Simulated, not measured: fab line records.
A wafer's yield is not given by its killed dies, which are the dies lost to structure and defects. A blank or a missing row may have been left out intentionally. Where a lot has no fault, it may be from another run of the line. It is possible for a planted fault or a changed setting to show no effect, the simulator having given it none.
Which tool did it? + flow sky130 + 36 wafers from 12 lots sampled at 2 of the route's 708 steps

WHAT THE GAUGES SHOWED, per wafer
SKY_SONOS_ONO_THK_MEAS_03. Usual: for SONOS_ONO_CVD_02_THK the level is 10.59 nm and the standard deviation is 0.16.
| lot  | measured     | on           | SONOS_ONO_CVD_02_THK (nm) | flag |
|------|--------------|--------------|---------------------------|------|
| L113 | day 12 00:41 | filmMetro-04 | 10.47 10.42 10.62         |      |
| L114 | day 12 09:44 | filmMetro-04 | 10.73 10.66 10.69         |      |
| L115 | day 12 12:35 | filmMetro-04 | 10.47 10.35 10.52         |      |
| L117 | day 13 02:27 | filmMetro-01 | 10.44 10.42 10.36         |      |
| L118 | day 13 15:23 | filmMetro-02 | 10.74 10.56 10.85         |      |
| L119 | day 13 22:04 | filmMetro-01 | 10.51 10.51 10.68         |      |
| L126 | day 16 17:41 | filmMetro-04 | 10.65 10.58 10.61         |      |
| L128 | day 17 21:10 | filmMetro-02 | 10.33 10.34 10.36         |      |
| L131 | day 18 04:25 | filmMetro-02 | 10.50 10.42 10.52         |      |
| L132 | day 18 17:16 | filmMetro-01 | 10.61 10.48 10.71         |      |
| L135 | day 19 08:55 | filmMetro-02 | 10.81 10.61 10.64         |      |
| L136 | day 19 14:30 | filmMetro-02 | 10.86 10.79 10.79         |      |

WHAT TOOL EACH LOT RAN ON (gives the tool, then ch and the chambers of the sampled wafers, and finally the start)
| lot  | SKY_VT_ADJUST_PCH_STRIP_09          |
|------|-------------------------------------|
| L113 | plasmaAsher-04 ch 0,1, day 10 20:42 |
| L114 | plasmaAsher-01 ch 0,1, day 11 03:28 |
| L115 | plasmaAsher-03 ch 0,1, day 11 07:52 |
| L117 | plasmaAsher-04 ch 0,1, day 11 21:55 |
| L118 | plasmaAsher-04 ch 0,1, day 12 09:08 |
| L119 | plasmaAsher-04 ch 0,1, day 12 15:58 |
| L126 | plasmaAsher-03 ch 0,1, day 15 06:44 |
| L128 | plasmaAsher-03 ch 0,1, day 16 06:14 |
| L131 | plasmaAsher-03 ch 0,1, day 16 17:03 |
| L132 | plasmaAsher-04 ch 0,1, day 17 02:52 |
| L135 | plasmaAsher-04 ch 0,1, day 17 23:53 |
| L136 | plasmaAsher-04 ch 0,1, day 18 05:30 |
- SKY_VT_ADJUST_PCH_STRIP_09: strips in O2/N2.

AS READ BY THE TOOLS THEMSELVES (means over the sampled wafers that have a number; for cases with no such wafer, the mark the record gives instead)
SKY_VT_ADJUST_PCH_STRIP_09. Usual: drypumpMotorCurrentA 6.0 A, standard deviation 0.36; oesProductAu 0.722 a.u., standard deviation 0.0047; stripTimeToEndpointS 36.93 s, standard deviation 0.097.
| lot  | tool           | drypumpMotorCurrentA (A) | oesProductAu (a.u.) | stripTimeToEndpointS (s) | flag |
|------|----------------|--------------------------|---------------------|--------------------------|------|
| L113 | plasmaAsher-04 | 6.1                      | 0.718               | 37.00                    |      |
| L114 | plasmaAsher-01 | 5.9                      | 0.720               | 36.94                    |      |
| L115 | plasmaAsher-03 | 6.1                      | 0.728               | 36.98                    |      |
| L117 | plasmaAsher-04 | 6.1                      | 0.720               | 36.86                    |      |
| L118 | plasmaAsher-04 | 6.1                      | 0.721               | 36.92                    |      |
| L119 | plasmaAsher-04 | 6.3                      | 0.720               | 36.75                    |      |
| L126 | plasmaAsher-03 | 6.0                      | 0.721               | 37.00                    |      |
| L128 | plasmaAsher-03 | 5.8                      | 0.717               | 36.83                    |      |
| L131 | plasmaAsher-03 | 5.8                      | 0.722               | 36.92                    |      |
| L132 | plasmaAsher-04 | 6.1                      | 0.722               | 36.96                    |      |
| L135 | plasmaAsher-04 | 6.3                      | 0.718               | 37.01                    |      |
| L136 | plasmaAsher-04 | 6.1                      | 0.724               | 36.93                    |      |

THE ANSWER, worked out from the rows above alone
Rule: a lot counts as off when the mean over its wafers that have a number is more than 3 standard deviations away from the usual mean. Also off: a lot with no number at a reading for which 4 or more lots have one. Any other lot the step has rows for is counted as sound. Order of review: gauges by route order, followed by the tools' own readings, for which a lot's mean as printed above is used. The first step at which some lot is off is used, and at that step the reading that is off furthest; a lot without a number counts as furthest.
Across all readings shown, no lot is off: no conclusion can be drawn from this.

WHAT THE SIMULATOR HAD INSERTED
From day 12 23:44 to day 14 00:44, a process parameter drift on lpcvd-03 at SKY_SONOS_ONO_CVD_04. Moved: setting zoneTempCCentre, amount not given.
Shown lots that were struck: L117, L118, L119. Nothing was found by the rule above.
